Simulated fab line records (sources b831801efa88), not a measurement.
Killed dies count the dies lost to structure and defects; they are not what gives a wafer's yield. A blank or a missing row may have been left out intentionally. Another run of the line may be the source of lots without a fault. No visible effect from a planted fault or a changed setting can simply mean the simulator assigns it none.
8D (eight disciplines) problem report, filled in by code / flow sky130 / the parts of the form that need people (team, actions taken, sign-off) are left out

== 1. THE ISSUE ==
Mean VIA2_HDPCVD_THK at SKY_VIA2_THK_MEAS_01: 1112 nm over 2 wafers in 2 lots; fault-free wafers: 1175 nm, standard deviation 12. Relative to the usual mean, that is a shift of -5.2 standard deviations.
Seen first at day 38 03:10 on film-metro-03, wafer L657.6. The record holds 33 wafers of 11 lots with a number at this step. Rule for "out", or "out of limits": more than 4 standard deviations from the usual mean. All remaining wafers that have a number are taken as sound.

== 2. WHAT IT IS; WHAT IT IS NOT ==
question=which readings at this step | is=VIA2_HDPCVD_THK | is not=-
question=which lots | is=L657, L659 | is not=L650, L651, L652, L654, L668, L669, L670, L671, L672
question=which wafers of those lots | is=L657.6, L659.4 | is not=L657.1, L657.5, L659.2, L659.5
question=read on which gauges | is=film-metro-03 | is not=film-metro-01, film-metro-04
question=when | is=from day 38 03:10 | is not=up to then (14 sound wafers); but 17 sound wafers of L659, L668, L669, L670, L671, L672 came after

== 3. THE SUSPECTS, EACH WITH WHAT RULES IT OUT ==
Counting: if a tool at a process step up to the reading ran every lot that is out, it stays a suspect. Sound lots after the first of them don't rule it out here, since some wafers of a struck lot are sound.
- ruled out: the gauge at SKY_VIA2_THK_MEAS_01. All the wafers that are out were read on film-metro-03, but those of them that SKY_VIA2_HDPCVD_00 has rows for are out there too, on other tools.
- hdpcvd-02 at SKY_VIA2_HDPCVD_00 (deposits SiO2, target thk 1180 nm, time 196.7 s): kept. Every lot that is out went through it, the first being L657 (day 38 03:03); the last sound lot it ran before that was L654 (day 36 15:37). Its own readings are out on those wafers: run-length-s.
- hdpcvd-02, SKY_VIA2_HDPCVD_00: wafers that are out in chamber 1, sound lot-mates in chambers 0, 2.
After counting, what remains is hdpcvd-02 at SKY_VIA2_HDPCVD_00.

== 4. THE CAUSE (what the simulator had put in) ==
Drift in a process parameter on hdpcvd-02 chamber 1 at SKY_VIA2_HDPCVD_00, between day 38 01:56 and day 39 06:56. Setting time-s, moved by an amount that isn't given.
Counting left only this tool.

== 5. SEQUENCE OF EFFECTS, ordered by route ==
Each row: a reading where the mean over the struck wafers with a number is more than 3 standard deviations away from the usual. Only readings for which the record gives a usual standard deviation are gone through. hours: the time from each lot's start at the first step in this table that gives one to its start at this step, as a median over the lots. sigmas: the change in usual standard deviations.
hours=0; step=SKY_VIA2_HDPCVD_00; reading=run-length-s; usual=224.8 s; on struck wafers=215.9; change=-8.9; sigmas=-19
hours=0; step=SKY_VIA2_THK_MEAS_01; reading=VIA2_HDPCVD_THK; usual=1175 nm; on struck wafers=1112; change=-62; sigmas=-5.2
It contains these process steps:
- SKY_VIA2_HDPCVD_00: deposits SiO2, target thk 1180 nm, time 196.7 s.

== 6. WHAT WOULD HAVE CAUGHT IT SOONER ==
In this record the first reading out of limits at a measuring or inspecting step was taken at day 38 03:10, 1 hour after the fault began at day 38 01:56.
The tool's own readings at SKY_VIA2_HDPCVD_00 were out on every struck wafer that the step has a row for (run-length-s): an alarm limit on them would have fired on the first of those.
L659, from the lots that are out (2), started SKY_VIA2_HDPCVD_00 on hdpcvd-02 later than day 38 03:10. Had the tool been put on hold then, it would have been spared.
